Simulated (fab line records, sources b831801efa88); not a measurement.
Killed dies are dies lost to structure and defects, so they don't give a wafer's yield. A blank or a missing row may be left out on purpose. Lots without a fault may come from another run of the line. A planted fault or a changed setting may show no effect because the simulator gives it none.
A struck lot beside a sound one | flow sfq_line | 21 steps out of a route of 325
Sound: wafers L830.4, L830.5, L830.6. Struck: wafers L839.4, L839.5, L839.6. The cause comes at the end.
At each step with rows: each side's tool, then ch and its chambers, then its first start. Under that, the readings that differ: sound wafers | struck wafers | difference of the means | sigmas: that difference in standard deviations of wafers without a fault.
alike: readings whose means differ by less than 2 such deviations, and words and numbers that are the same on both sides. not compared: withheld readings, readings that some wafer has no value for, bounds like >300 that may hide the same value, and numbers for which the record gives no deviation and whose values overlap.
The two part at a step that has a row with sigmas, a row that says differs or no value, or rows on one side only. Numbers that don't overlap but have no deviation are shown without sigmas and don't part them. A reading that every wafer of one side lacks parts them only if that side has two wafers or more.

first, 2 steps without rows for these wafers: SFQ_TRILAYER_M1_LITHO_PEB_042 (peb time 60 s); SFQ_TRILAYER_M1_LITHO_DEVELOP_041 (time 60 s).
SFQ_M1_OVL_MEAS_911:
  sound on overlay-02, day 21 18:19; struck on overlay-01, day 27 04:26
  alike: M1_OVL
SFQ_TRILAYER_M1_BARC_OPEN_METAL_ETCH_054: etches BARC in O2, target depth 125 nm, time 41.7 s.
  sound on rie_metal-02 ch 0,1, day 21 18:21; struck on rie_metal-04 ch 0,1, day 27 04:29
  alike: bias_w, drypump_motor_current_A, he_backside_leak_sccm, oes_product_au
  not compared: rf_hours_counter_h
then, 1 step without rows for these wafers: SFQ_TRILAYER_M1_ETCH_METAL_ETCH_042 (etches Nb in Cl2/Ar, stops on SiO2, target depth 240 nm, time 120 s).
SFQ_TRILAYER_M1_STRIP_STRIP_043: strips in O2.
  sound on rie_metal-02 ch 0,1, day 21 18:43; struck on rie_metal-04 ch 0,1, day 27 04:51
  reading               | sound             | struck            | difference | sigmas
  oes_product_au (a.u.) | 1.013 1.015 1.005 | 0.980 0.984 0.963 | -0.035     | -3
  alike: drypump_motor_current_A, he_backside_leak_sccm
  not compared: rf_hours_counter_h
then, 2 steps without rows for these wafers: SFQ_TRILAYER_M1_STRIP_SOLV_CLEAN_044 (cleans in NMP, time 600 s); SFQ_TRILAYER_I1_DEP_PECVD_045 (deposits SiO2 from SiH4/N2O, time 111.11 s, target thk 500 nm).
SFQ_TRILAYER_I1_CMP_CMP_046: polishes SiO2.
  sound on cmp-02 ch 2,3, day 21 19:52; struck on cmp-02 ch 1,2, day 27 08:45
  alike: motor_current_A, slurry_filter_dp_kPa, time_to_endpoint_s
SFQ_I1_BOW_MEAS_912:
  sound on film_metro-04, day 21 22:26; struck on film_metro-01, day 27 11:49
  alike: I1_BOW
then, 2 steps without rows for these wafers: SFQ_TRILAYER_I1_METRO_MEASURE_047; SFQ_TRILAYER_I1_VIA_LITHO_COAT_054 (resist thk 62 nm).
SFQ_TRILAYER_I1_VIA_LITHO_COAT_049: resist thk 650 nm.
  sound on litho_track-02 ch 0, day 22 00:08; struck on litho_track-02 ch 0, day 27 13:31
  reading                                                 | sound             | struck            | difference | sigmas
  model.KrF_of_TRILAYER_I1_VIA_LITHO_COAT_049.thk_nm (nm) | 653.9 652.9 651.3 | 695.9 697.1 696.7 | +43.9      |
then, 4 steps without rows for these wafers: SFQ_TRILAYER_I1_VIA_LITHO_SOFTBAKE_053; SFQ_TRILAYER_I1_VIA_LITHO_EXPOSE_050 (exposes mask I1, target cd 500 nm); SFQ_TRILAYER_I1_VIA_LITHO_PEB_052 (peb time 60 s); SFQ_TRILAYER_I1_VIA_LITHO_DEVELOP_051 (time 60 s).
SFQ_I1_OVL_MEAS_913:
  sound on overlay-01, day 27 20:02; struck on overlay-01, day 28 06:50
  alike: I1_OVL
SFQ_TRILAYER_I1_VIA_BARC_OPEN_VIA_ETCH_071: etches BARC in O2, target depth 125 nm, time 41.7 s.
  sound on rie_diel-02 ch 0,2,3, day 27 20:04; struck on rie_diel-02 ch 0,1,3, day 28 06:52
  reading    | sound             | struck            | difference | sigmas
  bias_w (W) | 80.35 80.33 80.22 | 79.66 79.76 79.89 | -0.53      | -2
  alike: drypump_motor_current_A, oes_product_au
  not compared: rf_hours_counter_h
SFQ_TRILAYER_I1_VIA_ETCH_VIA_ETCH_052: etches SiO2 in CHF3, stops on Nb, target depth 260 nm.
  sound on rie_diel-02 ch 0,2,3, day 27 20:06; struck on rie_diel-02 ch 0,1,3, day 28 06:54
  reading                                                 | sound             | struck            | difference | sigmas
  model.KrF_of_TRILAYER_I1_VIA_LITHO_COAT_049.thk_nm (nm) | 530.7 529.2 530.1 | 574.4 576.4 572.9 | +44.6      |
  alike: bias_w, drypump_motor_current_A, oes_product_au
SFQ_TRILAYER_I1_VIA_STRIP_STRIP_053: strips in O2.
  sound on rie_metal-03 ch 0,1, day 27 20:25; struck on rie_metal-01 ch 0,1, day 28 07:13
  reading                     | sound       | struck      | difference | sigmas
  drypump_motor_current_A (A) | 6.2 6.2 6.6 | 5.6 5.5 5.3 | -0.9       | -2
  alike: he_backside_leak_sccm, oes_product_au
  not compared: rf_hours_counter_h

WHERE THEY PART
First at SFQ_TRILAYER_M1_STRIP_STRIP_043; last, within this record, at SFQ_TRILAYER_I1_VIA_STRIP_STRIP_053.

WHY: what the simulator had put in
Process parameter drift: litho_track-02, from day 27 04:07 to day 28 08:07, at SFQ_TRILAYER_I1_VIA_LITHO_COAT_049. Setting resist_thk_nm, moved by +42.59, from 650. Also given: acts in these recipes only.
